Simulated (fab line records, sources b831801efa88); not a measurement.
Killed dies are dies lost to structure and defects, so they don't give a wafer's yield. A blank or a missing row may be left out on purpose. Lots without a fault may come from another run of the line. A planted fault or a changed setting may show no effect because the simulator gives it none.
fab line records | flow sky130
record lots=24 wafers=72 last_day=50
route steps=708 shown CONTACT@425 METAL1@449 VIA1@460 VIA2@519 VIA3@574 PAD_OPEN@701
lots that met no fault: from a run of the same line without faults
start_h: hours from the record's first day to the start of the lot's first wafer shown | wait_h: hours since the lot's step before | " the same as in the row above | L1.1+2: a row that stands for several wafers | - no value, or no start given | * or withheld: withheld | < > ~ a bound
route shown NAME@n: a module of which the file shows steps, and the number in the route of the first | usual: mean/standard deviation of fault-free wafers | same: alike in all rows | chamber/n: place in a boat | sites: the reading at each site | _std_site: their standard deviation | _edge_site: outer sites' mean less inner sites' | radius_mm: how far each site lies from the wafer's centre | mask NAME#n: copy n | behind: the tool/chamber that last shaped the wafer | hold: why the lot was held/for how many hours/how that ended | device: the transistor (n, p or np) that didn't switch | end of line: the same wafers' tests at the end of the route | a step without rows: its recipe alone | killed: dies lost to structure and defects at the first sort, not the wafer's yield | map: a wafer's dies, x killed, . not, _ none there
set.NAME: the setting as run; set.NAME@STEP: as run at that earlier step | model.NAME: the simulator's own value behind a step, which no gauge read
steps of the route over a sample of lots; a table a step, a row a wafer
services: from which hour (start_h, from the record's first day; less than 0 if before it) a tool's chamber was out of use, for how many hours, and why
## steps
# step SKY_CONTACT_STRIP_19
# recipe chemistry=O2/N2 power_w=1400 pressure_mtorr=1500 platen_temp_c=withheld o2_flow_sccm=3000 n2_flow_sccm=300 overash_fraction=0.5
# usual drypump_motor_current_A=5.9/0.6 oes_product_au=0.381/0.0049 strip_time_to_endpoint_s=3.62/0.051
# columns lot.wafer tool chamber start_h wait_h drypump_motor_current_A oes_product_au rf_hours_counter_h strip_time_to_endpoint_s
L074.1 plasma_asher-02 0 751.04 - 5.0 0.373 92 3.52
L074.4 " 1 " " 6.0 0.378 - 3.63
L074.5 " 0 " " 4.9 0.375 - 3.52
L075.2 plasma_asher-02 1 753.99 - 6.1 0.383 92 3.64
L075.3 " 0 " " 5.0 0.388 - 3.58
L075.6 " 1 " " 6.1 0.393 - 3.61
L076.1 plasma_asher-04 1 759.54 - 5.8 0.382 2 3.59
L076.2 " 0 " " 6.6 0.381 2 3.59
L076.3 " 0 " " 6.6 0.386 - 3.66
L077.1 plasma_asher-01 1 763.34 - 5.8 0.385 66 3.72
L077.3 " 0 " " 6.7 0.375 - 3.64
L077.4 " 1 " " 5.8 0.373 - 3.58
L078.2 plasma_asher-04 1 776.73 - 5.8 0.379 3 3.57
L078.3 " 0 " " 6.6 0.378 - 3.69
L078.5 " 0 " " 6.6 0.379 - 3.63
L079.2 plasma_asher-04 0 778.58 - 6.6 0.388 3 3.67
L079.3 " 0 " " 6.6 0.378 - 3.56
L079.6 " 0 " " 6.6 0.385 - 3.66
L080.1 plasma_asher-02 0 788.61 - 5.0 0.374 96 3.51
L080.2 " 1 " " 6.1 0.380 96 3.66
L080.4 " 1 " " 6.1 0.391 - 3.57
L081.3 plasma_asher-02 1 799.26 - 6.0 0.383 - 3.67
L081.4 " 0 " " 4.9 0.378 - 3.55
L081.6 " 0 " " 4.9 0.381 - 3.53
L082.2 plasma_asher-04 0 803.14 - 6.6 0.376 6 3.54
L082.4 " 1 " " 5.8 0.382 - 3.63
L082.6 " 1 " " 5.8 0.376 - 3.64
L083.1 plasma_asher-02 1 824.46 - 6.0 0.380 99 3.64
L083.4 " 1 " " 6.1 0.385 - 3.59
L083.6 " 1 " " 6.1 0.375 - 3.60
L084.1 plasma_asher-02 1 826.43 - 6.0 0.374 100 3.65
L084.2 " 0 " " 5.0 0.392 100 3.65
L084.4 " 0 " " 5.0 0.387 - 3.67
L085.3 plasma_asher-02 1 834.00 - 6.1 0.384 - 3.71
L085.5 " 1 " " 6.0 0.380 - 3.65
L085.6 " 0 " " 4.9 0.384 - 3.64
L086.1 plasma_asher-02 1 838.01 - 6.0 0.389 101 3.64
L086.3 " 1 " " 6.0 0.375 - 3.56
L086.5 " 1 " " 6.1 0.375 - 3.53
L087.2 plasma_asher-02 1 845.89 - 6.1 0.378 102 3.58
L087.3 " 1 " " 6.1 0.382 - 3.48
L087.4 " 0 " " 5.0 0.384 - 3.58
L088.2 plasma_asher-04 0 850.96 - 6.6 0.377 11 3.60
L088.5 " 1 " " 5.8 0.387 - 3.60
L088.6 " 0 " " 6.6 0.390 - 3.63
L089.1 plasma_asher-02 0 856.21 - 5.0 0.388 103 3.65
L089.4 " 0 " " 5.0 0.382 - 3.73
L089.6 " 1 " " 6.1 0.381 - 3.70
L090.1 plasma_asher-04 0 862.86 - 6.6 0.374 12 3.66
L090.2 " 1 " " 5.8 0.388 12 3.66
L090.6 " 1 " " 5.8 0.382 - 3.67
L091.1 plasma_asher-02 0 874.29 - 5.0 0.388 105 3.69
L091.3 " 1 " " 6.0 0.379 - 3.64
L091.6 " 1 " " 6.1 0.380 - 3.64
L092.1 plasma_asher-04 1 878.43 - 5.8 0.383 13 3.68
L092.2 " 0 " " 6.6 0.381 13 3.64
L092.6 " 0 " " 6.6 0.387 - 3.68
L093.1 plasma_asher-02 1 889.81 - 6.1 0.372 106 3.52
L093.3 " 1 " " 6.0 0.387 - 3.61
L093.6 " 0 " " 5.0 0.379 - 3.62
L094.4 plasma_asher-04 0 890.50 - 6.6 0.383 - 3.62
L094.5 " 0 " " 6.6 0.384 - 3.71
L094.6 " 1 " " 5.8 0.376 - 3.57
L095.1 plasma_asher-04 0 895.26 - 6.6 0.381 15 3.61
L095.3 " 0 " " 6.6 0.376 - 3.56
L095.4 " 1 " " 5.8 0.377 - 3.64
L097.1 plasma_asher-01 1 918.29 - 5.8 0.377 80 3.60
L097.3 " 0 " " 6.6 0.383 - 3.64
L097.6 " 1 " " 5.8 0.387 - 3.67
L096.4 plasma_asher-04 0 921.45 - 6.6 0.380 - 3.65
L096.5 " 1 " " 5.8 0.377 - 3.55
L096.6 " 0 " " 6.6 0.381 - 3.60
# step SKY_METAL1_CD_MEAS_15
# recipe target_cd_nm=140
# usual cd_nm=140.2/1.4
# columns lot.wafer tool chamber start_h wait_h cd_nm
L074.1 cd_sem-02 - 780.32 - 139.8
L074.4 " - " " 140.2
L074.5 " - " " 141.1
L075.2 cd_sem-02 - 783.14 - 139.1
L075.3 " - " " 139.2
L075.6 " - " " 139.9
L076.1 cd_sem-02 - 788.12 - 140.9
L076.2 " - " " 140.9
L076.3 " - " " 142.0
L077.1 cd_sem-01 - 791.85 - 138.9
L077.3 " - " " 136.4
L077.4 " - " " 138.4
L078.2 cd_sem-02 - 804.97 - 139.3
L078.3 " - " " 140.4
L078.5 " - " " 139.0
L079.2 cd_sem-02 - 806.52 - 141.7
L079.3 " - " " 141.2
L079.6 " - " " 141.0
L080.1 cd_sem-02 - 816.82 - 139.8
L080.2 " - " " 141.3
L080.4 " - " " 139.2
L081.3 cd_sem-02 - 828.01 - 139.1
L081.4 " - " " 139.8
L081.6 " - " " 138.8
L082.2 cd_sem-02 - 831.12 - 141.7
L082.4 " - " " 141.8
L082.6 " - " " 142.6
L083.1 cd_sem-01 - 852.12 - 140.3
L083.4 " - " " 139.5
L083.6 " - " " 138.6
L084.1 cd_sem-01 - 854.30 - 139.7
L084.2 " - " " 140.4
L084.4 " - " " 142.0
L085.3 cd_sem-01 - 860.99 - 139.2
L085.5 " - " " 137.9
L085.6 " - " " 139.0
L086.1 cd_sem-01 - 865.22 - 140.0
L086.3 " - " " 139.9
L086.5 " - " " 139.1
L087.2 cd_sem-01 - 873.67 - 142.3
L087.3 " - " " 142.1
L087.4 " - " " 141.2
L088.2 cd_sem-01 - 878.34 - 139.3
L088.5 " - " " 139.9
L088.6 " - " " 138.3
L089.1 cd_sem-02 - 884.13 - 140.3
L089.4 " - " " 141.7
L089.6 " - " " 140.9
L090.1 cd_sem-02 - 890.97 - 142.6
L090.2 " - " " 141.5
L090.6 " - " " 141.5
L091.1 cd_sem-02 - 901.62 - 139.5
L091.3 " - " " 140.6
L091.6 " - " " 141.1
L092.1 cd_sem-01 - 904.20 - 140.7
L092.2 " - " " 141.0
L092.6 " - " " 139.6
L093.1 cd_sem-01 - 916.70 - 137.7
L093.3 " - " " 137.6
L093.6 " - " " 136.8
L094.4 cd_sem-02 - 917.11 - 140.4
L094.5 " - " " 141.5
L094.6 " - " " 140.2
L095.1 cd_sem-01 - 921.47 - 141.9
L095.3 " - " " 142.2
L095.4 " - " " 141.3
L097.1 cd_sem-02 - 944.63 - 141.1
L097.3 " - " " 141.0
L097.6 " - " " 141.0
L096.4 cd_sem-01 - 947.48 - 141.1
L096.5 " - " " 140.0
L096.6 " - " " 140.5
# step SKY_VIA1_CMP_02
# recipe material=SiO2 down_force_psi=4 platen_rpm=60 pad_velocity_m_s=0.94248
# usual motor_current_A=12.6/1.4 retaining_ring_pressure_frac=1.000/0.0046
# columns lot.wafer tool chamber start_h wait_h motor_current_A retaining_ring_pressure_frac
L074.4 cmp-02 3 782.33 0.5 9.8 1.005
L074.1 " 0 " " 12.8 0.995
L074.5 " 3 " " 10.2 1.002
L075.3 cmp-02 0 784.77 0.1 12.8 0.999
L075.2 " 2 " " 10.9 1.008
L075.6 " 0 " " 13.8 0.997
L076.2 cmp-01 0 789.29 0.0 13.7 0.999
L076.1 " 1 " " 11.4 1.003
L076.3 " 2 " " 14.8 1.000
L077.1 cmp-01 2 793.36 0.1 14.3 1.000
L077.4 " 3 " " 11.6 1.005
L077.3 " 1 " " 11.9 0.999
L078.2 cmp-01 0 806.16 0.1 14.0 0.994
L078.3 " 1 " " 12.0 1.003
L078.5 " 0 " " 14.0 0.998
L079.3 cmp-01 1 807.73 0.1 11.9 0.999
L079.2 " 2 " " 14.9 1.005
L079.6 " 0 " " 14.1 0.999
L080.1 cmp-02 1 817.98 0.1 12.4 1.003
L080.4 " 2 " " 10.7 1.004
L080.2 " 3 " " 10.9 0.997
L081.4 cmp-01 0 829.17 0.1 13.7 1.001
L081.3 " 2 " " 14.9 1.003
L081.6 " 0 " " 13.9 1.006
L082.2 cmp-01 0 832.23 0.0 14.0 0.997
L082.4 " 1 " " 12.1 1.001
L082.6 " 0 " " 15.1 1.003
L083.4 cmp-01 0 853.23 0.0 13.6 0.995
L083.1 " 1 " " 12.1 0.999
L083.6 " 0 " " 13.7 1.005
L084.1 cmp-02 0 855.49 0.1 13.8 0.997
L084.4 " 1 " " 12.2 1.001
L084.2 " 2 " " 11.2 0.991
L085.3 cmp-01 3 862.17 0.1 11.9 1.002
L085.6 " 2 " " 14.5 1.003
L085.5 " 3 " " 12.2 1.004
L086.1 cmp-01 3 866.37 0.1 11.6 1.009
L086.3 " 1 " " 12.7 1.003
L086.5 " 3 " " 11.7 0.999
L087.4 cmp-02 0 874.79 0.0 13.4 0.999
L087.2 " 1 " " 12.0 0.986
L087.3 " 2 " " 10.6 1.005
L088.2 cmp-01 1 879.61 0.0 12.0 1.002
L088.6 " 1 " " 11.8 0.999
L088.5 " 2 " " 14.5 0.999
L089.1 cmp-02 0 885.41 0.1 13.6 1.000
L089.4 " 3 " " 10.6 0.997
L089.6 " 0 " " 12.6 1.002
L090.1 cmp-01 0 892.31 0.1 14.0 0.994
L090.2 " 1 " " 12.2 1.000
L090.6 " 3 " " 11.5 0.996
L091.1 cmp-01 0 902.78 0.1 14.6 1.006
L091.3 " 2 " " 14.7 1.001
L091.6 " 0 " " 14.5 1.002
L092.1 cmp-01 1 905.31 0.1 12.0 0.997
L092.2 " 2 " " 15.2 1.005
L092.6 " 2 " " 14.6 0.996
L093.3 cmp-01 2 917.86 0.1 14.6 0.998
L093.1 " 0 " " 14.3 1.006
L093.6 " 2 " " 14.6 0.998
L094.4 cmp-02 3 918.26 0.1 10.4 1.005
L094.6 " 1 " " 12.4 1.005
L094.5 " 2 " " 11.5 0.999
L095.1 cmp-01 1 922.59 0.1 11.8 1.002
L095.4 " 2 " " 14.6 0.996
L095.3 " 0 " " 13.9 1.004
L097.1 cmp-02 0 945.78 0.1 13.0 0.999
L097.3 " 2 " " 10.5 1.004
L097.6 " 0 " " 13.7 1.001
L096.4 cmp-02 3 948.62 0.1 10.4 1.007
L096.6 " 2 " " 11.2 1.000
L096.5 " 3 " " 10.1 1.005
# step SKY_VIA2_CD_MEAS_12
# recipe target_cd_nm=200
# usual cd_nm=200.0/1.4
# columns lot.wafer tool chamber start_h wait_h cd_nm
L074.1 cd_sem-02 - 863.95 - 203.0
L074.4 " - " " 201.3
L074.5 " - " " 201.7
L075.2 cd_sem-02 - 868.49 - 202.0
L075.3 " - " " 200.3
L075.6 " - " " 201.4
L076.1 cd_sem-01 - 871.74 - 199.8
L076.2 " - " " 199.9
L076.3 " - " " 198.7
L077.1 cd_sem-02 - 875.30 - 200.4
L077.3 " - " " 199.0
L077.4 " - " " 199.5
L078.2 cd_sem-01 - 887.96 - 199.0
L078.3 " - " " 198.0
L078.5 " - " " 199.7
L079.2 cd_sem-01 - 890.96 - 201.3
L079.3 " - " " 201.0
L079.6 " - " " 201.1
L080.1 cd_sem-02 - 898.97 - 198.4
L080.2 " - " " 199.1
L080.4 " - " " 198.1
L081.3 cd_sem-02 - 910.32 - 201.5
L081.4 " - " " 200.2
L081.6 " - " " 200.3
L082.2 cd_sem-02 - 913.15 - 198.5
L082.4 " - " " 197.8
L082.6 " - " " 198.9
L083.1 cd_sem-02 - 933.49 - 199.9
L083.4 " - " " 200.9
L083.6 " - " " 199.8
L084.1 cd_sem-02 - 934.68 - 200.3
L084.2 " - " " 200.1
L084.4 " - " " 199.9
L085.3 cd_sem-01 - 941.32 - 198.1
L085.5 " - " " 199.7
L085.6 " - " " 199.3
L086.1 cd_sem-01 - 945.79 - 199.1
L086.3 " - " " 197.1
L086.5 " - " " 197.8
L087.2 cd_sem-02 - 955.31 - 200.8
L087.3 " - " " 200.4
L087.4 " - " " 199.7
L088.2 cd_sem-01 - 957.45 - 198.8
L088.5 " - " " 197.3
L088.6 " - " " 200.2
L089.1 cd_sem-01 - 963.59 - 199.9
L089.4 " - " " 201.9
L089.6 " - " " 202.2
L090.1 cd_sem-02 - 969.94 - 199.4
L090.2 " - " " 198.5
L090.6 " - " " 199.2
L091.1 cd_sem-02 - 978.98 - 201.6
L091.3 " - " " 201.5
L091.6 " - " " 201.4
L092.1 cd_sem-02 - 981.73 - 199.3
L092.2 " - " " 199.0
L092.6 " - " " 198.6
L093.1 cd_sem-02 - 994.09 - 199.0
L093.3 " - " " 199.5
L093.6 " - " " 199.0
L094.4 cd_sem-02 - 995.21 - 200.6
L094.5 " - " " 202.1
L094.6 " - " " 201.4
L095.1 cd_sem-01 - 999.85 - 201.1
L095.3 " - " " 199.4
L095.4 " - " " 200.6
L097.1 cd_sem-01 - 1019.48 - 201.3
L097.3 " - " " 201.4
L097.6 " - " " 203.3
L096.4 cd_sem-01 - 1024.35 - 199.3
L096.5 " - " " 199.5
L096.6 " - " " 197.5
# step SKY_VIA3_THK_MEAS_01
# recipe reads=SiO2_of_VIA3_HDPCVD_00
# usual VIA3_HDPCVD_THK=1638/18
# columns lot.wafer tool chamber start_h wait_h VIA3_HDPCVD_THK[nm]
L074.1 film_metro-01 - 918.28 0.1 1643
L074.4 " - " " 1636
L074.5 " - " " 1642
L075.2 film_metro-04 - 922.57 0.1 1638
L075.3 " - " " 1649
L075.6 " - " " 1650
L076.1 film_metro-01 - 925.10 0.1 1627
L076.2 " - " " 1613
L076.3 " - " " 1659
L077.1 film_metro-03 - 929.35 0.1 1638
L077.3 " - " " 1641
L077.4 " - " " 1657
L078.2 film_metro-03 - 940.93 0.1 1629
L078.3 " - " " 1667
L078.5 " - " " 1658
L079.2 film_metro-01 - 944.86 0.1 1635
L079.3 " - " " 1628
L079.6 " - " " 1641
L080.1 film_metro-03 - 951.82 0.1 1634
L080.2 " - " " 1623
L080.4 " - " " 1624
L081.3 film_metro-03 - 962.67 0.1 1623
L081.4 " - " " 1600
L081.6 " - " " 1615
L082.2 film_metro-04 - 965.58 0.1 1615
L082.4 " - " " 1627
L082.6 " - " " 1624
L083.1 film_metro-04 - 984.92 0.1 1631
L083.4 " - " " 1638
L083.6 " - " " 1608
L084.1 film_metro-04 - 986.34 0.1 1634
L084.2 " - " " 1592
L084.4 " - " " 1602
L085.3 film_metro-04 - 993.15 0.1 1652
L085.5 " - " " 1612
L085.6 " - " " 1618
L086.1 film_metro-04 - 997.47 0.1 1646
L086.3 " - " " 1646
L086.5 " - " " 1642
L087.2 film_metro-03 - 1006.34 0.1 1653
L087.3 " - " " 1624
L087.4 " - " " 1634
L088.2 film_metro-01 - 1007.73 0.1 1624
L088.5 " - " " 1634
L088.6 " - " " 1636
L089.1 film_metro-01 - 1014.61 0.1 1633
L089.4 " - " " 1662
L089.6 " - " " 1637
L090.1 film_metro-04 - 1020.41 0.1 1644
L090.2 " - " " 1630
L090.6 " - " " 1644
L091.1 film_metro-04 - 1029.35 0.1 1635
L091.3 " - " " 1646
L091.6 " - " " 1653
L092.1 film_metro-04 - 1031.62 0.1 1629
L092.2 " - " " 1611
L092.6 " - " " 1615
L093.1 film_metro-01 - 1043.27 0.2 1608
L093.3 " - " " 1614
L093.6 " - " " 1622
L094.4 film_metro-01 - 1044.78 0.1 1646
L094.5 " - " " 1676
L094.6 " - " " 1649
L095.1 film_metro-01 - 1050.08 0.1 1657
L095.3 " - " " 1652
L095.4 " - " " 1637
L097.1 film_metro-01 - 1068.43 0.1 1626
L097.3 " - " " 1613
L097.6 " - " " 1612
L096.4 film_metro-04 - 1073.34 0.0 1635
L096.5 " - " " 1617
L096.6 " - " " 1673
# step SKY_PAD_OPEN_ETCH_07
# recipe chemistry=CF4/O2 target_depth_nm=725 stop_on=AlCu source_w=800 bias_w=150 pressure_mtorr=150 cf4_flow_sccm=80 O2_flow_sccm=10 time_s=161.1
# usual drypump_motor_current_A=5.6/0.43 oes_product_au=0.976/0.0074 throttle_valve_pct=5.964/0.0095
# columns lot.wafer tool chamber start_h wait_h drypump_motor_current_A oes_product_au rf_hours_counter_h throttle_valve_pct
L074.1 rie_diel-03 2 1088.28 - 5.4 0.988 23 5.976
L074.4 " 3 " " 5.9 0.979 7 5.971
L074.5 " 2 " " 5.4 0.980 - 5.971
L075.2 rie_diel-02 2 1091.85 - 5.3 0.968 23 5.972
L075.3 " 1 " " 6.3 0.968 16 5.967
L075.6 " 0 " " 5.1 0.981 - 5.989
L076.1 rie_diel-01 0 1094.97 - 5.1 0.969 14 5.960
L076.2 " 1 " " 6.4 0.977 25 5.970
L076.3 " 2 " " 5.3 0.974 15 5.977
L077.1 rie_diel-02 2 1095.48 - 5.3 0.973 23 5.968
L077.3 " 1 " " 6.3 0.972 16 5.965
L077.4 " 0 " " 5.1 0.978 27 5.960
L078.2 rie_diel-02 2 1108.13 - 5.2 0.974 23 5.979
L078.3 " 0 " " 5.1 0.976 28 5.962
L078.5 " 3 " " 5.2 0.970 - 5.956
L079.2 rie_diel-03 0 1111.17 - 5.8 0.964 3 5.963
L079.3 " 2 " " 5.4 0.974 24 5.973
L079.6 " 1 " " 5.4 0.982 - 5.954
L080.1 rie_diel-01 3 1116.25 - 6.0 0.967 25 5.949
L080.2 " 1 " " 6.4 0.978 25 5.960
L080.4 " 0 " " 5.1 0.966 15 5.954
L081.3 rie_diel-01 0 1125.73 - 5.1 0.966 15 5.975
L081.4 " 2 " " 5.3 0.979 16 5.971
L081.6 " 0 " " 5.1 0.979 - 5.968
L082.2 rie_diel-02 1 1129.83 - 6.3 0.968 18 5.946
L082.4 " 3 " " 5.2 0.980 14 5.978
L082.6 " 2 " " 5.3 0.992 - 5.957
L083.1 rie_diel-03 2 1141.63 - 5.4 0.973 26 5.956
L083.4 " 0 " " 5.8 0.972 4 5.977
L083.6 " 2 " " 5.4 0.979 - 5.974
L084.1 rie_diel-02 0 1143.43 - 5.1 0.974 29 5.959
L084.2 " 1 " " 6.3 0.964 18 5.960
L084.4 " 3 " " 5.2 0.980 15 5.957
L085.3 rie_diel-01 2 1147.13 - 5.3 0.983 17 5.958
L085.5 " 3 " " 6.0 0.982 - 5.961
L085.6 " 2 " " 5.3 0.983 - 5.955
L086.1 rie_diel-03 0 1153.38 - 5.8 0.979 4 5.983
L086.3 " 3 " " 5.9 0.966 9 5.957
L086.5 " 3 " " 5.9 0.976 - 5.971
L087.2 rie_diel-01 3 1158.38 - 6.1 0.966 27 5.962
L087.3 " 2 " " 5.3 0.977 18 5.977
L087.4 " 0 " " 5.1 0.978 17 5.976
L088.2 rie_diel-02 1 1160.50 - 6.3 0.986 18 5.962
L088.5 " 2 " " 5.3 0.994 - 5.964
L088.6 " 1 " " 6.3 0.984 - 5.957
L089.1 rie_diel-02 2 1166.03 - 5.3 0.983 26 5.961
L089.4 " 0 " " 5.1 0.985 31 5.965
L089.6 " 0 " " 5.1 0.977 - 5.970
L090.1 rie_diel-01 2 1170.33 - 5.3 0.966 18 5.982
L090.2 " 3 " " 6.1 0.976 28 5.963
L090.6 " 2 " " 5.3 0.980 - 5.954
L091.1 rie_diel-03 2 1176.75 - 5.4 0.972 27 5.959
L091.3 " 2 " " 5.4 0.970 - 5.969
L091.6 " 2 " " 5.4 0.978 - 5.976
L092.1 rie_diel-03 2 1177.45 - 5.4 0.968 27 5.953
L092.2 " 1 " " 5.4 0.967 16 5.965
L092.6 " 2 " " 5.4 0.984 - 5.959
L093.1 rie_diel-01 1 1188.73 - 6.5 0.974 28 5.960
L093.3 " 3 " " 6.1 0.967 29 5.958
L093.6 " 3 " " 6.1 0.981 - 5.958
L094.4 rie_diel-02 2 1190.40 - 5.3 0.979 27 5.965
L094.5 " 0 " " 5.1 0.972 - 5.973
L094.6 " 1 " " 6.3 0.982 - 5.967
L095.1 rie_diel-03 1 1193.13 - 5.5 0.970 16 5.970
L095.3 " 3 " " 5.9 0.979 10 5.966
L095.4 " 1 " " 5.4 0.983 - 5.944
L097.1 rie_diel-03 1 1206.33 - 5.4 0.967 17 5.969
L097.3 " 3 " " 5.9 0.964 11 5.967
L097.6 " 0 " " 5.8 0.970 - 5.975
L096.4 rie_diel-02 2 1208.36 - 5.3 0.984 - 5.959
L096.5 " 1 " " 6.3 0.990 - 5.961
L096.6 " 3 " " 5.2 0.975 - 5.974
## services
# columns tool chamber start_h hours kind
plasma_asher-04 - 733.75 9.0 pm
rie_diel-02 0 738.47 4.5 repair
plasma_asher-02 - 743.28 0.5 repair
cmp-01 - 744.00 4.0 pm
cmp-02 - 746.43 2.0 repair
rie_diel-02 1 748.72 9.3 repair
rie_diel-02 - 752.89 1.2 repair
cmp-01 - 778.38 4.2 repair
cmp-01 - 815.94 5.0 pm
plasma_asher-04 - 831.18 0.7 repair
cmp-01 - 841.28 1.0 repair
plasma_asher-04 - 843.39 2.7 repair
plasma_asher-02 - 874.67 2.9 repair
cmp-01 - 976.73 1.0 repair
cmp-01 - 1007.65 2.8 repair
cmp-01 - 1037.71 5.1 repair
cmp-01 - 1048.08 6.4 pm
cmp-01 - 1054.51 16.6 pm
plasma_asher-02 - 1055.25 9.0 pm
cmp-01 - 1084.00 4.0 pm
plasma_asher-02 - 1155.32 5.0 repair
plasma_asher-02 - 1183.04 14.6 pm
cmp-01 - 1185.23 3.8 pm
cmp-01 - 1190.53 2.0 repair
## key
fault none
